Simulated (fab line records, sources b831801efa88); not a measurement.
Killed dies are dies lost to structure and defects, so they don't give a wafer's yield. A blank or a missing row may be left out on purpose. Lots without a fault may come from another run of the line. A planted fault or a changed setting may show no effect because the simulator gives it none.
Chamber matching | flow sky130 | SKY_CAPM_CVD_00 on pecvd-04: 3 sister chambers
The step deposits SiO2, target thk 15.5 nm. 6 wafers are shown with their chamber, then 8 later ones without.

WAFERS WITH THEIR CHAMBER
wafer  | chamber | heater_power_w (W) | rf_fwd_power_W (W)
L081.2 | 2       | 625                | 442.1
L081.6 | 1       | 621                | 444.3
L085.1 | 0       | 856                | 443.8
L085.4 | 2       | 609                | 444.9
L085.5 | 0       | 875                | 442.0
L088.1 | 1       | 661                | 443.9

WAFERS WITHOUT THEIR CHAMBER
wafer  | heater_power_w (W) | rf_fwd_power_W (W)
L088.4 | 668                | 442.6
L088.6 | 814                | 446.3
L091.2 | 649                | 441.5
L091.3 | 672                | 445.6
L091.4 | 830                | 444.9
L094.2 | 628                | 444.9
L094.4 | 647                | 443.0
L094.6 | 629                | 445.0

WHICH CHAMBER EACH WENT THROUGH
wafer  | from the rows above     | in truth
L088.4 | can't be placed: 1 or 2 | 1
L088.6 | 0                       | 0
L091.2 | can't be placed: 1 or 2 | 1
L091.3 | can't be placed: 1 or 2 | 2
L091.4 | 0                       | 0
L094.2 | can't be placed: 1 or 2 | 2
L094.4 | can't be placed: 1 or 2 | 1
L094.6 | can't be placed: 1 or 2 | 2
Placed correctly: 2 of 8. Can't be placed from these rows: 6 (the true chamber is among the candidates in 6). Placed wrongly: 0.
How it was worked out, from the rows above alone: a wafer's distance from a chamber is the root of the sum, over the readings, of the square of ((its reading less the chamber's mean) divided by the reading's scatter). The wafer belongs to the nearest chamber; if the next one is less than 2 further off, it can't be placed. A chamber's mean is the mean of its shown wafers. The scatter: the root of (the sum of the squares of (reading less its chamber's mean) over the shown wafers, divided by (wafers less chambers)).
